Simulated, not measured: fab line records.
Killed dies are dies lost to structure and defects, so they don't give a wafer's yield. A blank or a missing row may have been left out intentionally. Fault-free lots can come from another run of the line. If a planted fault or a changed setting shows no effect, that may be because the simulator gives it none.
fab line records    flow gf180mcu
record: lots: 13  wafers: 39  last_day: 34
route steps=602 shown VT_IMPLANT@99 HV_LDD@224 M2@365
lots that met no fault: taken from a fault-free run of the same line
start_h: start of the lot's first displayed wafer, in hours after the record's first day    wait_h: hours since the lot's step before    " unchanged from the row above    L1.1+2: one row covering several wafers at once    - no value, or no start was given    * or withheld: withheld    < > ~ a bound
route shown NAME@n: NAME is a module with steps in the file, n the number in the route of the first one    usual: the fault-free wafers' mean and standard deviation    same: alike in all rows    chamber/n: place in a boat    sites: the reading at each site    _std_site: standard deviation of those values    _edge_site: inner sites' mean taken away from outer sites' mean    radius_mm: how far each site lies from the wafer's centre    mask NAME#n: copy n    behind: tool/chamber where the wafer was last shaped    hold: reason for holding the lot/hours on hold/outcome of the hold    device: transistor that didn't switch, given as n, p or np    end of line: the same wafers' tests at the end of the route    step lacking rows: just its recipe    killed: at the first sort, the dies lost to defects and structure; wafer yield is something else    map: per-die view of a wafer (x killed, . not killed, _ where there is no die)
set.NAME: the setting the step ran with; set.NAME@STEP: the setting that earlier step ran with    model.NAME: the simulator's own value behind a step, which no gauge read
route steps across a sampled set of lots; one table per step, one row per wafer
services: the hour from which a tool's chamber was out of use, counted from the record's first day as start_h (under 0 if before that day), plus the number of hours and why
== steps ==
step: GF_VT_IMPLANT_STRIP_09
recipe: chemistry: O2/N2  power_w: 1400  pressure_mtorr: 1500  platen_temp_c: 250  o2_flow_sccm: 3000  n2_flow_sccm: 300  overash_fraction: 0.5
usual: drypump_motor_current_A: 5.9/0.51  heater_power_w: 326/26  oes_product_au: 0.716/0.0046  strip_time_to_endpoint_s: 12.62/0.03
lot.wafer  tool             chamber  start_h  wait_h  drypump_motor_current_A  heater_power_w  oes_product_au  rf_hours_counter_h  strip_time_to_endpoint_s
L616.3     plasma_asher-02  1        151.58   0.1     6.0                      341             0.717           -                   12.61
L616.4     "                0        "        "       6.1                      335             0.716           -                   12.62
L616.5     "                0        "        "       6.1                      326             0.720           -                   12.61
L618.1     plasma_asher-03  0        162.97   0.1     4.8                      352             0.728           5                   12.65
L618.3     "                0        "        "       4.8                      360             0.714           -                   12.64
L618.5     "                1        "        "       6.5                      309             0.718           -                   12.61
L621.2     plasma_asher-03  0        182.15   0.1     4.7                      362             0.719           7                   12.67
L621.3     "                0        "        "       4.8                      362             0.715           -                   12.63
L621.6     "                0        "        "       4.8                      370             0.718           -                   12.64
L622.1     plasma_asher-03  0        187.55   0.1     4.7                      376             0.728           8                   12.64
L622.3     "                1        "        "       6.5                      308             0.714           -                   12.64
L622.6     "                0        "        "       4.8                      357             0.713           -                   12.65
L623.3     plasma_asher-01  1        191.60   0.1     6.3                      288             0.717           -                   12.62
L623.4     "                0        "        "       5.6                      331             0.711           -                   12.64
L623.5     "                0        "        "       5.6                      324             0.713           -                   12.62
L624.1     plasma_asher-03  0        197.26   0.1     4.8                      365             0.720           9                   12.64
L624.2     "                1        "        "       6.5                      312             0.725           9                   12.65
L624.6     "                0        "        "       4.8                      364             0.714           -                   12.71
L625.2     plasma_asher-01  1        209.51   0.1     6.3                      274             0.714           43                  12.62
L625.3     "                0        "        "       5.6                      326             0.716           -                   12.59
L625.4     "                1        "        "       6.3                      279             0.715           -                   12.61
L626.1     plasma_asher-02  1        209.96   0.1     6.0                      357             0.714           57                  12.59
L626.3     "                0        "        "       6.1                      337             0.721           -                   12.60
L626.6     "                1        "        "       6.0                      346             0.719           -                   12.59
L628.3     plasma_asher-02  1        223.63   0.1     6.0                      342             0.710           -                   12.54
L628.4     "                0        "        "       6.1                      338             0.717           -                   12.58
L628.6     "                0        "        "       6.1                      339             0.713           -                   12.57
L629.1     plasma_asher-03  1        229.56   0.1     6.5                      304             0.720           12                  12.64
L629.3     "                0        "        "       4.8                      369             0.717           -                   12.63
L629.5     "                1        "        "       6.5                      309             0.714           -                   12.67
L630.3     plasma_asher-01  0        233.35   0.1     5.6                      322             0.713           -                   12.63
L630.4     "                1        "        "       6.3                      284             0.718           -                   12.61
L630.5     "                0        "        "       5.6                      324             0.729           -                   12.57
L632.2     plasma_asher-01  0        243.66   0.1     5.6                      327             0.713           46                  12.68
L632.4     "                0        "        "       5.6                      316             0.721           -                   12.68
L632.6     "                1        "        "       6.3                      277             0.716           -                   12.69
L633.2     plasma_asher-02  1        251.46   0.1     6.1                      344             0.722           61                  12.65
L633.3     "                1        "        "       6.0                      347             0.714           -                   12.63
L633.6     "                0        "        "       6.1                      340             0.711           -                   12.68
step: GF_HV_LDD_IMPLANT_48
recipe: species: B  energy_kev: 25  dose_cm2: 3e+13  tilt_deg: 7
usual: beam_on_s: 9.99/0.22
lot.wafer  tool          chamber  start_h  wait_h  beam_on_s
L616.3     implanter-04  0        318.93   0.1     9.76
L616.4     "             0        "        "       10.05
L616.5     "             0        "        "       9.95
L618.1     implanter-03  0        337.27   0.0     9.51
L618.3     "             0        "        "       10.32
L618.5     "             0        "        "       9.87
L621.2     implanter-03  0        362.45   0.0     9.96
L621.3     "             0        "        "       10.15
L621.6     "             0        "        "       9.85
L622.1     implanter-02  0        371.33   0.0     10.01
L622.3     "             0        "        "       10.06
L622.6     "             0        "        "       9.86
L623.3     implanter-02  0        376.18   0.1     10.15
L623.4     "             0        "        "       10.04
L623.5     "             0        "        "       9.72
L624.1     implanter-02  0        383.93   0.1     10.01
L624.2     "             0        "        "       10.04
L624.6     "             0        "        "       9.88
L625.2     implanter-02  0        399.15   0.0     10.02
L625.3     "             0        "        "       10.32
L625.4     "             0        "        "       10.52
L626.1     implanter-02  0        403.13   0.0     9.79
L626.3     "             0        "        "       9.95
L626.6     "             0        "        "       9.77
L628.3     implanter-03  0        418.77   0.1     9.83
L628.4     "             0        "        "       10.20
L628.6     "             0        "        "       9.90
L629.1     implanter-02  0        425.18   0.0     9.92
L629.3     "             0        "        "       10.06
L629.5     "             0        "        "       9.87
L630.3     implanter-02  0        431.12   0.1     9.93
L630.4     "             0        "        "       9.90
L630.5     "             0        "        "       9.91
L632.2     implanter-03  0        445.68   0.0     10.08
L632.4     "             0        "        "       9.89
L632.6     "             0        "        "       10.15
L633.2     implanter-03  0        457.75   0.0     9.98
L633.3     "             0        "        "       10.22
L633.6     "             0        "        "       9.97
step: GF_HV_LDD_TW_MEAS_50
usual: HV_LDD_4_TW: 567/3.7
lot.wafer  tool           chamber  start_h  wait_h  HV_LDD_4_TW
L616.3     film_metro-03  -        319.15   0.1     571
L616.4     "              -        "        "       573
L616.5     "              -        "        "       571
L618.1     film_metro-03  -        337.52   0.1     512
L618.3     "              -        "        "       510
L618.5     "              -        "        "       509
L621.2     film_metro-03  -        362.68   0.1     507
L621.3     "              -        "        "       505
L621.6     "              -        "        "       507
L622.1     film_metro-04  -        371.63   0.1     561
L622.3     "              -        "        "       561
L622.6     "              -        "        "       562
L623.3     film_metro-03  -        376.40   0.1     570
L623.4     "              -        "        "       567
L623.5     "              -        "        "       568
L624.1     film_metro-04  -        384.18   0.1     563
L624.2     "              -        "        "       559
L624.6     "              -        "        "       564
L625.2     film_metro-04  -        399.38   0.1     564
L625.3     "              -        "        "       561
L625.4     "              -        "        "       564
L626.1     film_metro-01  -        403.38   0.1     565
L626.3     "              -        "        "       565
L626.6     "              -        "        "       567
L628.3     film_metro-01  -        418.99   0.1     567
L628.4     "              -        "        "       567
L628.6     "              -        "        "       570
L629.1     film_metro-03  -        425.43   0.1     568
L629.3     "              -        "        "       567
L629.5     "              -        "        "       569
L630.3     film_metro-04  -        431.34   0.1     567
L630.4     "              -        "        "       565
L630.5     "              -        "        "       563
L632.2     film_metro-01  -        445.91   0.1     565
L632.4     "              -        "        "       563
L632.6     "              -        "        "       565
L633.2     film_metro-04  -        457.98   0.1     567
L633.3     "              -        "        "       562
L633.6     "              -        "        "       562
step: GF_M2_SPUTTER_03
recipe: material: Ti  target_thk_nm: 10  substrate_temp_c: 300  chamber_pressure_pa: 0.3  power_w: 3000  time_s: 6.7
usual: throttle_valve_pct: 30.4/1
lot.wafer  tool            chamber  start_h  wait_h  throttle_valve_pct
L616.3     pvd_sputter-03  -        467.57   0.0     30.9
L616.4     "               -        "        "       30.2
L616.5     "               -        "        "       30.1
L618.1     pvd_sputter-04  -        488.49   0.0     30.7
L618.3     "               -        "        "       29.0
L618.5     "               -        "        "       30.1
L621.2     pvd_sputter-04  -        514.31   0.0     30.5
L621.3     "               -        "        "       29.8
L621.6     "               -        "        "       29.8
L622.1     pvd_sputter-02  -        523.51   0.0     31.8
L622.3     "               -        "        "       31.9
L622.6     "               -        "        "       31.9
L623.3     pvd_sputter-04  -        526.24   0.0     29.9
L623.4     "               -        "        "       30.6
L623.5     "               -        "        "       31.0
L624.1     pvd_sputter-02  -        537.60   0.0     31.9
L624.2     "               -        "        "       30.0
L624.6     "               -        "        "       31.5
L625.2     pvd_sputter-03  -        549.98   0.0     28.8
L625.3     "               -        "        "       30.1
L625.4     "               -        "        "       31.1
L626.1     pvd_sputter-02  -        555.00   0.0     31.6
L626.3     "               -        "        "       31.3
L626.6     "               -        "        "       31.3
L628.3     pvd_sputter-04  -        569.58   0.0     28.7
L628.4     "               -        "        "       29.8
L628.6     "               -        "        "       28.8
L629.1     pvd_sputter-02  -        576.87   0.0     31.8
L629.3     "               -        "        "       30.0
L629.5     "               -        "        "       30.0
L630.3     pvd_sputter-03  -        581.24   0.0     28.7
L630.4     "               -        "        "       29.9
L630.5     "               -        "        "       28.7
L632.2     pvd_sputter-04  -        594.34   0.0     30.2
L632.4     "               -        "        "       30.9
L632.6     "               -        "        "       28.7
L633.2     pvd_sputter-04  -        605.00   0.0     28.6
L633.3     "               -        "        "       30.0
L633.6     "               -        "        "       30.0
step: GF_M2_RS_MEAS_05
recipe: thk_meas_gauge: four-point-probe  reads: TiN_of_M2_SPUTTER_04+Ti_of_M2_SPUTTER_03+AlCu_of_M2_SPUTTER_02+TiN_of_M2_SPUTTER_01+Ti_of_M2_SPUTTER_00
usual: M2_ALCU_RS: 0.0700/0.001
lot.wafer  tool           chamber  start_h  wait_h  M2_ALCU_RS[ohm/sq]
L616.3     film_metro-02  -        467.67   0.1     0.0696
L616.4     "              -        "        "       0.0695
L616.5     "              -        "        "       0.0693
L618.1     film_metro-02  -        488.55   0.0     0.0699
L618.3     "              -        "        "       0.0707
L618.5     "              -        "        "       0.0695
L621.2     film_metro-02  -        514.39   0.0     0.0694
L621.3     "              -        "        "       0.0700
L621.6     "              -        "        "       0.0700
L622.1     film_metro-03  -        523.57   0.0     0.0710
L622.3     "              -        "        "       0.0704
L622.6     "              -        "        "       0.0702
L623.3     film_metro-04  -        526.34   0.1     0.0707
L623.4     "              -        "        "       0.0706
L623.5     "              -        "        "       0.0707
L624.1     film_metro-02  -        537.66   0.0     0.0691
L624.2     "              -        "        "       0.0693
L624.6     "              -        "        "       0.0697
L625.2     film_metro-02  -        550.06   0.0     0.0693
L625.3     "              -        "        "       0.0702
L625.4     "              -        "        "       0.0686
L626.1     film_metro-04  -        555.06   0.0     0.0709
L626.3     "              -        "        "       0.0708
L626.6     "              -        "        "       0.0706
L628.3     film_metro-02  -        569.68   0.1     0.0708
L628.4     "              -        "        "       0.0707
L628.6     "              -        "        "       0.0715
L629.1     film_metro-02  -        576.93   0.0     0.0695
L629.3     "              -        "        "       0.0695
L629.5     "              -        "        "       0.0691
L630.3     film_metro-04  -        581.34   0.1     0.0693
L630.4     "              -        "        "       0.0701
L630.5     "              -        "        "       0.0698
L632.2     film_metro-04  -        594.42   0.0     0.0706
L632.4     "              -        "        "       0.0696
L632.6     "              -        "        "       0.0710
L633.2     film_metro-02  -        605.08   0.0     0.0727
L633.3     "              -        "        "       0.0723
L633.6     "              -        "        "       0.0718
== services ==
tool             chamber  start_h  hours  kind
plasma_asher-01  -        135.20   5.2    repair
implanter-03     -        154.03   52.1   repair
pvd_sputter-02   -        226.85   1.9    repair
implanter-02     -        254.64   2.4    repair
implanter-03     -        265.41   5.1    pm
implanter-02     -        292.47   4.4    repair
implanter-03     -        352.32   2.1    pm
plasma_asher-03  -        363.94   0.8    repair
plasma_asher-03  -        399.09   14.6   pm
pvd_sputter-02   -        410.41   4.9    repair
implanter-03     -        431.88   0.7    repair
pvd_sputter-04   -        465.95   21.9   repair
pvd_sputter-04   -        477.51   10.6   repair
pvd_sputter-02   -        490.61   0.8    repair
implanter-03     -        491.10   22.4   pm
pvd_sputter-02   -        502.87   13.0   repair
plasma_asher-02  -        506.20   0.6    repair
plasma_asher-01  -        560.31   14.6   pm
pvd_sputter-02   -        566.49   4.0    repair
implanter-03     -        568.72   5.9    repair
pvd_sputter-02   -        569.58   3.6    repair
pvd_sputter-04   -        593.31   0.8    repair
plasma_asher-03  -        599.68   2.1    repair
implanter-02     -        600.76   3.7    pm
== key ==
first_sign: step: GF_HV_LDD_TW_MEAS_50  reading: HV_LDD_4_TW  direction: down  sigmas: 16  usual: 567  struck: 508
effect none on later readings
met_at GF_HV_LDD_IMPLANT_48
struck_lots L618,L621
tester_left_out L618,L621
not_acting_at GF_VT_IMPLANT_STRIP_09,GF_M2_SPUTTER_03,GF_M2_RS_MEAS_05
fault: kind: process_parameter_drift  tool: implanter-03  chamber: -  onset_h: 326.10  steps: GF_HV_LDD_IMPLANT_48  channel: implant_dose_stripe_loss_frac  offset: 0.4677  shape: step  end_h: 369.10
tester_left_out: of these lots the tester's yield and bins aren't shown, on N5 and GAA mostly nor the transistor test; their killed dies are dies lost to structure and defects alone, not to doping, threshold or leakage, so they don't give the yield
